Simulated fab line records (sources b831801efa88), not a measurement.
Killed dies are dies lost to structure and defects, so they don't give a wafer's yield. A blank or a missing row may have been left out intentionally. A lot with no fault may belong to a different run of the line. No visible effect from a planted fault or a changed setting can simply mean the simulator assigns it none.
fab line records    flow sky130
[record] lots = 6  wafers = 18  last_day = 48
route steps=708 shown VIA2@512 PAD_OPEN@708
lots that met no fault: from a run of the same line without faults
start_h: hours from the record's first day to the start of the lot's first wafer shown    wait_h: time in hours since the lot's previous step    " identical to the entry in the row above    L1.1+2: a row that stands for several wafers    - value missing, or start not given    * or withheld: withheld    < > ~ a bound
route shown NAME@n: NAME is a module with steps in the file, n the number in the route of the first one    usual: mean/standard deviation taken from wafers without a fault    same: alike in all rows    chamber/n: place in a boat    sites: per-site readings    _std_site: standard deviation of those values    _edge_site: outer sites' mean less inner sites'    radius_mm: for every site, how far away it sits from the centre of the wafer    mask NAME#n: copy n    behind: tool/chamber where the wafer was last shaped    hold: reason for holding the lot/hours on hold/outcome of the hold    device: names the non-switching transistor (n, p or np)    end of line: the tests these same wafers got at the end of their route    step lacking rows: just its recipe    killed: not the wafer's yield, but the dies lost to structure and defects at the first sort    map: a wafer's dies, marking killed ones x, the rest . and places with no die _
set.NAME: the setting the step ran with; set.NAME@STEP: the setting that earlier step ran with    model.NAME: the simulator's own value behind a step, which no gauge read
lots at some steps of the route; a table a step, a row a wafer
services: a tool's chamber out of use, with start hour (start_h, from the record's first day; less than 0 if before it), hours out, and reason
[[steps]]
[step SKY_VIA2_HMDS_05]
[recipe] prime_time_s = 60  prime_temp_c = 120
[step SKY_VIA2_COAT_06]
[recipe] resist = BARC  temp_c = withheld  time_s = withheld  spin_rpm = 3000  resist_thk_nm = 60
[step SKY_VIA2_COAT_07]
[recipe] resist = KrF-thick  spin_rpm = 3000  resist_thk_nm = 450
[step SKY_VIA2_SOFTBAKE_08]
[recipe] temp_c = 100  time_s = 90  resist = KrF-thick
[step SKY_VIA2_EXPOSE_09]
[recipe] mask_id = VIM2  na = 0.8  source_shape = annular  sigma_inner = 0.55  sigma_outer = 0.85  target_cd_nm = 200  dose_mj = 38
[step SKY_VIA2_PEB_10]
[recipe] peb_temp_c = withheld  peb_time_s = withheld  resist = KrF-thick
[step SKY_VIA2_DEVELOP_11]
[recipe] develop_time_s = 60  resist = KrF-thick  dev_temp_c = 21
[step SKY_VIA2_CD_MEAS_12]
[recipe] target_cd_nm = 200
[usual] cd_nm = 199.4/1.4
lot.wafer  tool       chamber  start_h  wait_h  cd_nm
L223.3     cd_sem-02  -        839.32   -       198.1
L223.4     "          -        "        "       198.2
L223.5     "          -        "        "       198.7
L227.2     cd_sem-01  -        883.25   -       197.4
L227.5     "          -        "        "       198.1
L227.6     "          -        "        "       197.7
L229.1     cd_sem-02  -        888.28   -       201.2
L229.2     "          -        "        "       201.9
L229.5     "          -        "        "       202.3
L228.1     cd_sem-01  -        891.07   -       204.8
L228.2     "          -        "        "       200.6
L228.5     "          -        "        "       201.7
L231.2     cd_sem-01  -        911.70   -       199.0
L231.5     "          -        "        "       201.4
L231.6     "          -        "        "       199.9
L238.3     cd_sem-02  -        960.01   -       199.7
L238.4     "          -        "        "       200.2
L238.5     "          -        "        "       200.4
[step SKY_VIA2_OVL_MEAS_13]
[usual] VIA2_OVL = 0/5
lot.wafer  tool        chamber  start_h  wait_h  VIA2_OVL[nm]
L223.3     overlay-02  -        839.41   0.1     -2
L223.4     "           -        "        "       -5
L223.5     "           -        "        "       1
L227.2     overlay-01  -        883.35   0.1     -5
L227.5     "           -        "        "       -6
L227.6     "           -        "        "       -11
L229.1     overlay-01  -        888.40   0.1     2
L229.2     "           -        "        "       1
L229.5     "           -        "        "       3
L228.1     overlay-02  -        891.19   0.1     2
L228.2     "           -        "        "       4
L228.5     "           -        "        "       0
L231.2     overlay-01  -        911.81   0.1     -7
L231.5     "           -        "        "       8
L231.6     "           -        "        "       -4
L238.3     overlay-01  -        960.10   0.1     -3
L238.4     "           -        "        "       2
L238.5     "           -        "        "       -3
[step SKY_VIA2_ETCH_14]
[recipe] chemistry = N2/H2  target = BARC  ion_energy_ev = 200  source_w = 500  bias_w = 100  pressure_mtorr = 30  n2_flow_sccm = 100  h2_flow_sccm = 200  stop_on = SiO2  time_s = 45.9  target_depth_a = 600
[usual] chamber_pressure_mTorr = 30.001/0.026  drypump_motor_current_A = 5.6/0.43  oes_product_au = 0.857/0.0047  throttle_valve_pct = 13.225/0.0092
lot.wafer  tool         chamber  start_h  wait_h  chamber_pressure_mTorr  drypump_motor_current_A  oes_product_au  rf_hours_counter_h  throttle_valve_pct
L223.3     rie_diel-03  3        839.43   0.0     29.996                  5.5                      0.855           18                  13.239
L223.4     "            0        "        "       30.012                  5.9                      0.852           20                  13.215
L223.5     "            1        "        "       29.949                  5.5                      0.857           -                   13.221
L227.2     rie_diel-03  0        883.38   0.0     29.985                  5.9                      0.864           21                  13.213
L227.5     "            3        "        "       29.986                  5.5                      0.863           -                   13.217
L227.6     "            0        "        "       30.013                  5.9                      0.860           -                   13.216
L229.1     rie_diel-04  2        888.43   0.0     30.034                  5.2                      0.857           17                  13.238
L229.2     "            3        "        "       29.968                  5.3                      0.863           4                   13.232
L229.5     "            1        "        "       30.003                  5.8                      0.856           -                   13.229
L228.1     rie_diel-04  0        891.23   0.0     30.016                  5.1                      0.858           6                   13.222
L228.2     "            1        "        "       29.971                  5.8                      0.857           25                  13.221
L228.5     "            1        "        "       30.012                  5.8                      0.860           -                   13.220
L231.2     rie_diel-04  1        911.84   0.0     30.012                  5.8                      0.855           26                  13.233
L231.5     "            1        "        "       29.990                  5.8                      0.859           -                   13.224
L231.6     "            2        "        "       30.024                  5.2                      0.848           -                   13.244
L238.3     rie_diel-03  1        960.13   0.0     30.025                  5.5                      0.857           11                  13.208
L238.4     "            2        "        "       30.038                  6.3                      0.858           11                  13.216
L238.5     "            3        "        "       30.031                  5.5                      0.859           -                   13.215
[step SKY_VIA2_ETCH_15]
[recipe] target = SiO2  chemistry = C4F8/O2/Ar  target_depth_nm = 546  stop_on = TiN  mask_material = KrF-thick  source_w = 1500  bias_w = 1200  pressure_mtorr = 40  c4f8_flow_sccm = withheld  O2_flow_sccm = 6  Ar_flow_sccm = 300  time_s = 84
[usual] chamber_pressure_mTorr = 40.00/0.04  oes_product_au = 0.939/0.0048
lot.wafer  tool         chamber  start_h  wait_h  chamber_pressure_mTorr  oes_product_au  rf_hours_counter_h
L223.3     rie_diel-03  3        839.48   0.0     39.96                   0.925           18
L223.4     "            0        "        "       40.06                   0.937           20
L223.5     "            1        "        "       40.07                   0.940           -
L227.2     rie_diel-03  0        883.43   0.0     40.00                   0.945           21
L227.5     "            3        "        "       40.00                   0.938           -
L227.6     "            0        "        "       39.99                   0.947           -
L229.1     rie_diel-04  2        888.48   0.0     39.93                   0.942           17
L229.2     "            3        "        "       40.00                   0.947           4
L229.5     "            1        "        "       40.02                   0.943           -
L228.1     rie_diel-04  0        891.27   0.0     39.97                   0.940           6
L228.2     "            1        "        "       40.06                   0.941           25
L228.5     "            1        "        "       39.94                   0.941           -
L231.2     rie_diel-04  1        911.88   0.0     40.07                   0.945           26
L231.5     "            1        "        "       40.01                   0.945           -
L231.6     "            2        "        "       40.02                   0.936           -
L238.3     rie_diel-03  1        960.17   0.0     39.96                   0.942           11
L238.4     "            2        "        "       40.03                   0.946           11
L238.5     "            3        "        "       39.96                   0.945           -
[step SKY_VIA2_STRIP_16]
[recipe] chemistry = O2/N2  power_w = 1400  pressure_mtorr = 1500  platen_temp_c = withheld  o2_flow_sccm = 3000  n2_flow_sccm = 300  overash_fraction = 0.5
[usual] chamber_pressure_mTorr = 1499.9/1.3  drypump_motor_current_A = 5.6/0.43  oes_product_au = 0.399/0.0046  strip_time_to_endpoint_s = 4.054/0.02
lot.wafer  tool             chamber  start_h  wait_h  chamber_pressure_mTorr  drypump_motor_current_A  oes_product_au  rf_hours_counter_h  strip_time_to_endpoint_s
L223.3     plasma_asher-03  1        839.57   0.1     1498.9                  5.8                      0.404           -                   4.049
L223.4     "                0        "        "       1500.0                  4.9                      0.400           -                   4.011
L223.5     "                1        "        "       1499.4                  5.8                      0.396           -                   4.061
L227.2     plasma_asher-04  0        883.49   0.0     1500.0                  5.8                      0.392           46                  4.051
L227.5     "                1        "        "       1499.6                  6.0                      0.404           -                   4.073
L227.6     "                0        "        "       1498.1                  5.8                      0.396           -                   4.046
L229.1     plasma_asher-03  0        888.54   0.0     1499.1                  4.9                      0.397           104                 4.035
L229.2     "                1        "        "       1499.0                  5.8                      0.396           104                 4.061
L229.5     "                1        "        "       1499.6                  5.8                      0.399           -                   4.019
L228.1     plasma_asher-03  1        891.33   0.0     1499.0                  5.8                      0.398           105                 3.998
L228.2     "                0        "        "       1500.5                  4.9                      0.386           105                 4.053
L228.5     "                1        "        "       1499.3                  5.8                      0.396           -                   4.044
L231.2     plasma_asher-04  1        911.94   0.0     1497.5                  6.0                      0.391           48                  4.064
L231.5     "                1        "        "       1501.7                  6.0                      0.394           -                   4.061
L231.6     "                0        "        "       1500.1                  5.8                      0.398           -                   4.055
L238.3     plasma_asher-03  0        960.27   0.1     1499.5                  4.9                      0.404           -                   4.093
L238.4     "                1        "        "       1498.6                  5.8                      0.409           -                   4.041
L238.5     "                1        "        "       1498.5                  5.8                      0.397           -                   4.064
[step SKY_VIA2_STRIP_17]
[recipe] chemistry = post_etch_residue_remover  time_s = 1200  temp_c = 72.5
[usual] bath_guard_temp_C = 72.5/0.52  bath_heat_duty_pct = 14.8/1.6  temp_c = 72.50/0.11
lot.wafer  tool          chamber  start_h  wait_h  bath_guard_temp_C  bath_heat_duty_pct  temp_c
L223.3     wet_bench-01  3        839.64   0.0     72.5               13.9                72.62
L223.4     "             3        "        "       73.0               14.6                72.39
L223.5     "             3        "        "       73.3               15.1                72.53
L227.2     wet_bench-02  0        883.59   0.1     -                  -                   -
L227.5     "             0        "        "       -                  -                   -
L227.6     "             0        "        "       -                  -                   -
L229.1     wet_bench-03  1        888.64   0.1     -                  -                   -
L229.2     "             1        "        "       -                  -                   -
L229.5     "             1        "        "       -                  -                   -
L228.1     wet_bench-03  0        891.43   0.1     72.1               13.7                72.32
L228.2     "             0        "        "       72.1               15.4                72.55
L228.5     "             0        "        "       72.2               13.7                72.50
L231.2     wet_bench-01  2        912.04   0.1     72.2               18.3                72.56
L231.5     "             2        "        "       72.6               18.9                72.48
L231.6     "             2        "        "       72.1               17.7                72.51
L238.3     wet_bench-03  3        960.33   0.0     71.8               16.3                72.40
L238.4     "             3        "        "       72.1               16.2                72.42
L238.5     "             3        "        "       72.1               16.7                72.30
[step SKY_VIA2_CLEAN_18]
[recipe] chemistry = IPA  time_s = 180  temp_c = 25
[step SKY_PAD_OPEN_PROBE_99]
lot.wafer  tool       chamber  start_h  wait_h  model.etest.via2_chain.rc_ohm
L223.3     prober-02  -        1068.75  0.2     10.11
L223.4     prober-02  -        1068.80  0.2     10.43
L223.5     prober-02  -        1068.85  0.2     10.57
L227.2     prober-02  -        1102.65  0.1     13.31
L227.5     prober-02  -        1102.80  0.2     12.13
L227.6     prober-02  -        1102.85  0.2     13.6
L229.1     prober-01  -        1107.49  0.1     11.99
L229.2     prober-01  -        1107.54  0.1     12.14
L229.5     prober-01  -        1107.69  0.2     11.79
L228.1     prober-02  -        1111.25  0.1     9.197
L228.2     prober-02  -        1111.30  0.1     9.404
L228.5     prober-02  -        1111.45  0.2     9.735
L231.2     prober-02  -        1123.25  0.1     9.823
L231.5     prober-02  -        1123.40  0.2     10.28
L231.6     prober-02  -        1123.45  0.2     9.594
L238.3     prober-02  -        1162.39  0.2     10.29
L238.4     prober-02  -        1162.44  0.2     9.762
L238.5     prober-02  -        1162.49  0.2     10.13
// killed by level:class
L223.3 CONTACT:geometric_particle:open=13 VIA1:geometric_particle:open=12 VIA1:geometric_particle:short=10 VIA2:geometric_particle:open=7 POLY_GATE:geometric_particle:open=5 CONTACT:geometric_particle:short=5 FIELD_ISO:geometric_particle:open=4 FIELD_ISO:geometric_particle:short=3
L223.4 LI_CONTACT:geometric_particle:open=10 VIA1:geometric_particle:open=10 VIA3:geometric_particle:open=7 VIA1:geometric_particle:short=5 POLY_GATE:geometric_particle:open=4 VIA2:geometric_particle:open=4 LI_CONTACT:geometric_particle:short=4 CONTACT:geometric_particle:open=4
L223.5 VIA1:geometric_particle:open=15 LI_CONTACT:geometric_particle:open=8 VIA1:geometric_particle:short=8 CONTACT:geometric_particle:open=6 VIA2:geometric_particle:open=6 METAL4:geometric_particle:short=6 POLY_GATE:geometric_particle:short=5 METAL1:geometric_particle:short=5
L228.1 VIA1:geometric_particle:open=9 LI_CONTACT:geometric_particle:open=8 VIA3:geometric_particle:open=7 METAL1:geometric_particle:short=6 METAL2:geometric_particle:short=6 LOCAL_INTERCONNECT:geometric_particle:short=5 METAL4:geometric_particle:short=4 LI_CONTACT:geometric_particle:short=3
L228.2 CONTACT:geometric_particle:open=15 VIA1:geometric_particle:open=12 VIA2:geometric_particle:open=9 VIA3:geometric_particle:open=8 CONTACT:geometric_particle:short=6 METAL2:geometric_particle:short=5 FIELD_ISO:geometric_particle:short=3 POLY_GATE:geometric_particle:short=3
L228.5 CONTACT:geometric_particle:open=12 VIA2:geometric_particle:open=9 LOCAL_INTERCONNECT:geometric_particle:short=6 CONTACT:geometric_particle:short=6 VIA3:geometric_particle:open=6 LI_CONTACT:geometric_particle:open=5 VIA1:geometric_particle:short=4 VIA1:geometric_particle:open=4
L231.2 VIA1:geometric_particle:open=8 LI_CONTACT:geometric_particle:open=7 CONTACT:geometric_particle:open=7 METAL2:geometric_particle:short=6 METAL1:geometric_particle:short=5 FIELD_ISO:geometric_particle:short=4 FIELD_ISO:geometric_particle:open=4 VIA3:geometric_particle:open=4
L231.5 VIA2:geometric_particle:open=11 VIA1:geometric_particle:open=9 LI_CONTACT:geometric_particle:open=6 CONTACT:geometric_particle:open=6 VIA1:geometric_particle:short=6 METAL2:geometric_particle:short=4 METAL1:geometric_particle:short=4 LOCAL_INTERCONNECT:geometric_particle:short=3
L231.6 VIA1:geometric_particle:open=9 CONTACT:geometric_particle:short=7 VIA3:geometric_particle:open=7 VIA2:geometric_particle:open=7 VIA1:geometric_particle:short=6 FIELD_ISO:geometric_particle:open=4 LI_CONTACT:geometric_particle:open=4 CONTACT:geometric_particle:open=4
L238.3 VIA3:geometric_particle:open=7 CONTACT:geometric_particle:open=7 CONTACT:geometric_particle:short=7 VIA1:geometric_particle:open=6 FIELD_ISO:geometric_particle:open=5 LI_CONTACT:geometric_particle:open=5 VIA2:geometric_particle:open=5 FIELD_ISO:geometric_particle:short=4
L238.4 CONTACT:geometric_particle:open=10 LI_CONTACT:geometric_particle:open=8 VIA3:geometric_particle:open=7 VIA1:geometric_particle:open=6 SPACER:geometric_particle:open=5 POLY_GATE:geometric_particle:short=4 METAL1:geometric_particle:short=4 METAL2:geometric_particle:short=4
L238.5 VIA1:geometric_particle:open=12 CONTACT:geometric_particle:open=11 VIA3:geometric_particle:open=8 LI_CONTACT:geometric_particle:open=6 METAL2:geometric_particle:short=5 LI_CONTACT:geometric_particle:short=4 METAL1:geometric_particle:short=4 VIA1:geometric_particle:short=4
[[services]]
tool             chamber  start_h  hours  kind
rie_diel-03      -        830.79   0.3    repair
rie_diel-04      1        834.52   3.9    repair
plasma_asher-04  -        862.59   1.2    repair
rie_diel-03      3        864.91   2.5    repair
plasma_asher-04  -        896.03   11.7   repair
rie_diel-03      1        899.09   13.5   repair
rie_diel-04      -        901.67   0.4    repair
plasma_asher-04  -        951.16   5.2    repair
rie_diel-03      -        954.97   0.3    repair
plasma_asher-04  -        957.84   2.2    repair
[[key]]
[first_sign] step = SKY_VIA2_STRIP_17  reading = tool_record  direction = missing
effect none on later readings
[model_effect] step = SKY_PAD_OPEN_PROBE_99  value = etest.via2_chain.rc_ohm  without = 10.11  struck = 12.49
met_at SKY_VIA2_STRIP_17
struck_wafers L227.2,L227.5,L227.6,L229.1,L229.2,L229.5
sort_left_out L227.2,L227.5,L227.6,L229.1,L229.2,L229.5
[fault] kind = skipped_step_whole  tool = wet_bench-02,wet_bench-03  chamber = -  onset_h = 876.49  steps = SKY_VIA2_STRIP_17  scope = struck_lots_only
// sort_left_out: the simulated sort isn't trusted on such a fault, so these wafers' sort isn't shown, and their yield isn't known
